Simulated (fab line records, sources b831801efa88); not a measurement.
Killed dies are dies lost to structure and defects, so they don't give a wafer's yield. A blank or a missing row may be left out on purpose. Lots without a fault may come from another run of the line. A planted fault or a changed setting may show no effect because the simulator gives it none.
One fault seen from 2 desks | flow gf180mcu | each desk has only its own numbers; what lay behind them comes last

THE METROLOGY DESK
What the gauges read, lot by lot, whatever tool the lot ran on: means of the sampled wafers that have a number. A lot is out of limits, marked OUT, if its mean lies more than 4 standard deviations from the usual mean; the brackets give that distance.
Columns: A = STI_OXIDATION_02_THK at GF_STI_THK_MEAS_30, usual 10.02 nm; B = VT_IMPLANT_2_TW at GF_VT_IMPLANT_TW_MEAS_21, usual 1210
lot  | first seen here | A     | B
L944 | day 2 05:41     | 9.91  | 1214
L946 | day 2 18:55     | 10.02 | 1212
L948 | day 3 02:07     | 9.82  | 1218
L949 | day 3 09:42     | 9.89  | 1223
L952 | day 4 07:41     | 10.18 | 1214
L953 | day 4 15:25     | 10.00 | 1203
L954 | day 4 19:41     | 9.84  | 1150 (-7.1) OUT
L955 | day 4 19:43     | 10.02 | 1136 (-8.7) OUT
L956 | day 5 03:30     | 10.09 | 1128 (-9.6) OUT
L959 | day 5 15:57     | 10.04 | 1215
L962 | day 6 03:22     | 10.13 | 1203
L965 | day 6 22:02     | 9.94  | 1213
L967 | day 7 03:56     | 9.90  | 1203
This desk's finding: out of limits on L954, L955, L956; first on L955, day 9 07:58 (VT_IMPLANT_2_TW at GF_VT_IMPLANT_TW_MEAS_21). In limits: L944, L946, L948, L949, L952, L953, L959, L962, L965, L967.

THE TOOL OWNER'S DESK: implanter-04
The tool's own readings at GF_VT_IMPLANT_IMPLANT_19: means of the sampled wafers that have a number, for each lot that ran on this tool. A lot is out of limits, marked OUT, if its mean lies more than 4 standard deviations from the usual mean; the brackets give that distance.
Columns: A = beam_energy_keV at GF_VT_IMPLANT_IMPLANT_19, usual 100.00; B = faraday_current_uA at GF_VT_IMPLANT_IMPLANT_19, usual 24.5
lot  | first seen here | A                       | B
L944 | day 6 02:28     | 100.00                  | 24.3
L946 | day 6 19:22     | 99.98                   | 24.5
L949 | day 7 12:56     | 100.02                  | 24.1
L952 | day 8 14:08     | 100.05                  | 24.5
L953 | day 9 01:14     | 99.97                   | 24.3
L955 | day 9 07:46     | 80.39 (-99 or more) OUT | 24.6
L954 | day 9 08:28     | 80.37 (-99 or more) OUT | 24.8
L956 | day 9 18:58     | 80.35 (-99 or more) OUT | 24.8
This desk's finding: out of limits on L954, L955, L956; first on L955, day 9 07:46 (beam_energy_keV at GF_VT_IMPLANT_IMPLANT_19). In limits: L944, L946, L949, L952, L953.

PUT TOGETHER
The tool owner's desk could have raised an alarm at day 9 07:46, on L954, L955, L956.
The metrology desk could have raised an alarm at day 9 07:58, on L954, L955, L956.
Of the lots named, all ran GF_VT_IMPLANT_IMPLANT_19 on implanter-04.

WHAT THE SIMULATOR HAD PUT IN
Process parameter drift: implanter-04, from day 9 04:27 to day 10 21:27, at GF_VT_IMPLANT_IMPLANT_19. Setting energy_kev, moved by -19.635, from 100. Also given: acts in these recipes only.
Lots struck among those shown: L954, L955, L956.
Hours from the fault's start to each desk's first reading out of limits: the tool owner's desk, 3; the metrology desk, 4.
